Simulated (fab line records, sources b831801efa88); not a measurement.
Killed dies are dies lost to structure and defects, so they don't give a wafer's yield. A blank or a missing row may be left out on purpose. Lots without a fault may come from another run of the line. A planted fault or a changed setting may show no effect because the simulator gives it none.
fab line records | flow gf180mcu | part 2 of 2: steps 26 to 37 of 37
record lots=5 wafers=15 last_day=33
route steps=602 shown HV_LDD@221 NSD@235 PSD@248
lots that met no fault: from a run of the same line without faults
start_h: hours from the record's first day to the start of the lot's first wafer shown | wait_h: hours since the lot's step before | " the same as in the row above | L1.1+2: a row that stands for several wafers | - no value, or no start given | * or withheld: withheld | < > ~ a bound
route shown NAME@n: a module of which the file shows steps, and the number in the route of the first | usual: mean/standard deviation of fault-free wafers | same: alike in all rows | chamber/n: place in a boat | sites: the reading at each site | _std_site: their standard deviation | _edge_site: outer sites' mean less inner sites' | radius_mm: how far each site lies from the wafer's centre | mask NAME#n: copy n | behind: the tool/chamber that last shaped the wafer | hold: why the lot was held/for how many hours/how that ended | device: the transistor (n, p or np) that didn't switch | end of line: the same wafers' tests at the end of the route | a step without rows: its recipe alone | killed: dies lost to structure and defects at the first sort, not the wafer's yield | map: a wafer's dies, x killed, . not, _ none there
set.NAME: the setting as run; set.NAME@STEP: as run at that earlier step | model.NAME: the simulator's own value behind a step, which no gauge read
lots at some steps of the route; a table a step, a row a wafer
services: from which hour (start_h, from the record's first day; less than 0 if before it) a tool's chamber was out of use, for how many hours, and why
## steps
# step GF_NSD_STRIP_11
# recipe chemistry=O2/N2 power_w=1400 pressure_mtorr=1500 platen_temp_c=250 o2_flow_sccm=3000 n2_flow_sccm=300 overash_fraction=0.5
# usual drypump_motor_current_A=5.6/0.66 heater_power_w=340/34 oes_product_au=0.487/0.0043 strip_time_to_endpoint_s=22.96/0.039
# columns lot.wafer tool chamber start_h wait_h drypump_motor_current_A heater_power_w oes_product_au rf_hours_counter_h strip_time_to_endpoint_s
L076.2 plasma_asher-04 0 309.97 0.1 4.7 339 0.487 51 22.94
L076.3 " 1 " " 6.4 353 0.483 - 23.00
L076.4 " 0 " " 4.8 346 0.487 - 23.01
L078.2 plasma_asher-01 1 330.75 0.1 5.6 310 0.486 74 22.99
L078.3 " 1 " " 5.6 303 0.490 - 23.02
L078.4 " 0 " " 5.7 333 0.481 - 22.95
L079.1 plasma_asher-01 1 341.71 0.1 5.6 306 0.486 75 22.90
L079.2 " 0 " " 5.8 348 0.485 75 22.90
L079.5 " 1 " " 5.5 302 0.481 - 22.92
L090.3 plasma_asher-04 0 427.22 0.1 4.8 342 0.496 - 22.95
L090.4 " 1 " " 6.4 355 0.485 - 23.02
L090.6 " 1 " " 6.4 349 0.489 - 22.98
L092.2 plasma_asher-04 1 447.92 0.1 6.4 338 0.488 67 22.94
L092.3 " 0 " " 4.7 338 0.486 - 22.90
L092.4 " 1 " " 6.4 356 0.494 - 22.94
# step GF_NSD_TW_MEAS_12
# usual NSD_TW=4250/22
# columns lot.wafer tool chamber start_h wait_h NSD_TW
L076.2 film_metro-03 - 310.08 0.1 4263
L076.3 " - " " 4245
L076.4 " - " " 4234
L078.2 film_metro-03 - 330.86 0.1 4254
L078.3 " - " " 4244
L078.4 " - " " 4251
L079.1 film_metro-02 - 341.81 0.1 4210
L079.2 " - " " 4239
L079.5 " - " " 4212
L090.3 film_metro-03 - 427.31 0.1 4272
L090.4 " - " " 4284
L090.6 " - " " 4251
L092.2 film_metro-03 - 448.03 0.1 4234
L092.3 " - " " 4223
L092.4 " - " " 4224
# step GF_PSD_DEHYDRATE_00
# recipe temp_c=200 time_s=60
# usual heater_power_total_W=160.37/0.11 plate_temp_C=200.00/0.15
# columns lot.wafer tool chamber start_h wait_h heater_power_total_W plate_temp_C
L076.2 litho_track-03 0 319.84 9.7 160.49 199.76
L076.3 " 0 " " 160.31 199.85
L076.4 " 0 " " 160.14 200.03
L078.2 litho_track-02 0 340.98 10.1 160.37 199.77
L078.3 " 0 " " 160.28 199.76
L078.4 " 0 " " 160.34 199.83
L079.1 litho_track-03 0 351.96 10.1 160.43 200.08
L079.2 " 0 " " 160.51 199.83
L079.5 " 0 " " 160.35 200.22
L090.3 litho_track-02 0 438.50 11.2 160.29 200.09
L090.4 " 0 " " 160.24 199.83
L090.6 " 0 " " 160.54 199.96
L092.2 litho_track-01 0 459.23 11.2 160.38 199.72
L092.3 " 0 " " 160.50 199.85
L092.4 " 0 " " 160.27 199.88
# step GF_PSD_HMDS_01
# recipe prime_time_s=60 prime_temp_c=120
# columns lot.wafer tool chamber start_h wait_h
L076.2+3+4 litho_track-03 0 319.99 0.1
L078.2+3+4 litho_track-02 0 341.13 0.1
L079.1+2+5 litho_track-03 0 352.11 0.1
L090.3+4+6 litho_track-02 0 438.65 0.1
L092.2+3+4 litho_track-01 0 459.38 0.1
# step GF_PSD_COAT_02
# recipe resist=NOVOLAK spin_rpm=3000 resist_thk_nm=1000
# columns lot.wafer tool chamber start_h wait_h
L076.2+3+4 litho_track-03 0 320.14 0.1
L078.2+3+4 litho_track-02 0 341.28 0.1
L079.1+2+5 litho_track-03 0 352.26 0.1
L090.3+4+6 litho_track-02 0 438.80 0.1
L092.2+3+4 litho_track-01 0 459.53 0.1
# step GF_PSD_SOFTBAKE_03
# recipe temp_c=90 time_s=60 resist=NOVOLAK
# usual heater_power_total_W=56.59/0.047 plate_temp_C=90.02/0.12
# columns lot.wafer tool chamber start_h wait_h heater_power_total_W plate_temp_C
L076.2 litho_track-03 0 320.29 0.1 56.49 89.97
L076.3 " 0 " " 56.65 89.97
L076.4 " 0 " " 56.62 89.94
L078.2 litho_track-02 0 341.43 0.1 56.65 90.16
L078.3 " 0 " " 56.57 90.03
L078.4 " 0 " " 56.57 90.02
L079.1 litho_track-03 0 352.41 0.1 56.61 90.04
L079.2 " 0 " " 56.60 90.05
L079.5 " 0 " " 56.66 90.17
L090.3 litho_track-02 0 438.95 0.1 56.62 89.90
L090.4 " 0 " " 56.66 90.08
L090.6 " 0 " " 56.61 90.16
L092.2 litho_track-01 0 459.68 0.1 56.58 90.01
L092.3 " 0 " " 56.64 89.79
L092.4 " 0 " " 56.54 90.00
# step GF_PSD_EXPOSE_04
# recipe mask_id=Pplus target_cd_nm=400 na=0.6 source_shape=conventional sigma_outer=0.6 dose_mj=140
# usual stage_vel_mm_s=500.05/0.25
# same na=0.6
# columns lot.wafer tool chamber start_h wait_h mask stage_vel_mm_s
L076.2 iline_stepper-02 0 - - Pplus#0 499.98
L076.3 " 0 " " Pplus#0 499.56
L076.4 " 0 " " Pplus#0 499.92
L078.2 iline_stepper-01 0 - - Pplus#0 500.00
L078.3 " 0 " " Pplus#0 500.15
L078.4 " 0 " " Pplus#0 499.95
L079.1 iline_stepper-01 0 - - Pplus#0 500.32
L079.2 " 0 " " Pplus#0 499.79
L079.5 " 0 " " Pplus#0 499.86
L090.3 iline_stepper-02 0 - - Pplus#0 499.75
L090.4 " 0 " " Pplus#0 500.22
L090.6 " 0 " " Pplus#0 500.20
L092.2 iline_stepper-02 0 - - Pplus#0 500.18
L092.3 " 0 " " Pplus#0 499.90
L092.4 " 0 " " Pplus#0 500.07
# step GF_PSD_PEB_05
# recipe temp_c=withheld time_s=* resist=NOVOLAK
# columns lot.wafer tool chamber start_h wait_h
L076.2+3+4 litho_track-03 0 - -
L078.2+3+4 litho_track-01 0 - -
L079.1+2+5 litho_track-03 0 - -
L090.3+4+6 litho_track-03 0 - -
L092.2+3+4 litho_track-03 0 - -
# step GF_PSD_DEVELOP_06
# recipe develop_time_s=60 dev_temp_c=23
# columns lot.wafer tool chamber start_h wait_h
L076.2+3+4 litho_track-03 0 330.49 0.1
L078.2+3+4 litho_track-01 0 351.93 0.1
L079.1+2+5 litho_track-03 0 363.76 0.1
L090.3+4+6 litho_track-03 0 450.41 0.1
L092.2+3+4 litho_track-03 0 471.99 0.1
# step GF_PSD_CD_MEAS_07
# recipe target_cd_nm=400
# usual cd_nm=400.4/2.8
# columns lot.wafer tool chamber start_h wait_h cd_nm
L076.2 cd_sem-01 - 330.63 0.1 396.5
L076.3 " - " " 397.8
L076.4 " - " " 393.7
L078.2 cd_sem-01 - 352.08 0.1 397.7
L078.3 " - " " 398.2
L078.4 " - " " 400.3
L079.1 cd_sem-01 - 363.91 0.1 402.5
L079.2 " - " " 400.5
L079.5 " - " " 402.9
L090.3 cd_sem-02 - 450.55 0.1 399.9
L090.4 " - " " 401.2
L090.6 " - " " 401.4
L092.2 cd_sem-02 - 472.13 0.1 398.6
L092.3 " - " " 399.4
L092.4 " - " " 399.0
# step GF_PSD_OVL_MEAS_08
# usual PSD_OVL=0.0/1.2
# columns lot.wafer tool chamber start_h wait_h PSD_OVL[nm]
L076.2 overlay-02 - 330.74 0.1 0.5
L076.3 " - " " 0.7
L076.4 " - " " 1.1
L078.2 overlay-01 - 352.18 0.1 -1.5
L078.3 " - " " -1.2
L078.4 " - " " -1.4
L079.1 overlay-02 - 364.03 0.1 -0.3
L079.2 " - " " -0.2
L079.5 " - " " 0.7
L090.3 overlay-01 - 450.64 0.1 -0.5
L090.4 " - " " 1.7
L090.6 " - " " 1.2
L092.2 overlay-01 - 472.24 0.1 -1.8
L092.3 " - " " -1.8
L092.4 " - " " -0.7
# step GF_PSD_IMPLANT_09
# recipe species=BF2 energy_kev=40 dose_cm2=1.5e+15 tilt_deg=7
# usual end_station_pressure_torr=1.17e-05/5.8e-07
# columns lot.wafer tool chamber start_h wait_h end_station_pressure_torr
L076.2 implanter-02 0 330.79 0.0 1.25e-05
L076.3 " 0 " " 1.19e-05
L076.4 " 0 " " 1.23e-05
L078.2 implanter-03 0 352.26 0.1 1.22e-05
L078.3 " 0 " " 1.23e-05
L078.4 " 0 " " 1.3e-05
L079.1 implanter-01 0 364.07 0.0 1.15e-05
L079.2 " 0 " " 1.13e-05
L079.5 " 0 " " 1.14e-05
L090.3 implanter-03 0 450.72 0.1 1.11e-05
L090.4 " 0 " " 1.1e-05
L090.6 " 0 " " 1.07e-05
L092.2 implanter-03 0 472.29 0.0 1.22e-05
L092.3 " 0 " " 1.16e-05
L092.4 " 0 " " 1.21e-05
## services
# columns tool chamber start_h hours kind
iline_stepper-01 - 261.32 4.3 pm
rie_diel-04 3 262.48 3.3 repair
implanter-03 - 270.63 1.2 repair
rie_diel-03 - 275.12 14.6 pm
implanter-03 - 284.03 0.6 repair
iline_stepper-01 - 306.93 2.1 pm
implanter-04 - 308.48 3.6 repair
lpcvd-01 - 340.84 1.1 repair
implanter-01 - 353.82 3.8 repair
iline_stepper-01 - 389.57 28.9 pm
implanter-04 - 390.72 7.5 repair
implanter-01 - 392.97 5.2 pm
lpcvd-01 - 393.56 17.2 pm
implanter-01 - 401.11 1.5 repair
implanter-04 - 402.68 1.2 repair
implanter-04 - 406.93 22.0 pm
rtp_anneal-02 - 413.65 3.2 pm
iline_stepper-01 - 418.46 1.7 pm
implanter-03 - 422.99 2.4 repair
iline_stepper-02 - 429.91 1.7 pm
iline_stepper-01 - 433.79 4.0 repair
implanter-03 - 437.47 1.9 repair
implanter-02 - 451.35 1.3 repair
implanter-03 - 455.83 2.9 pm
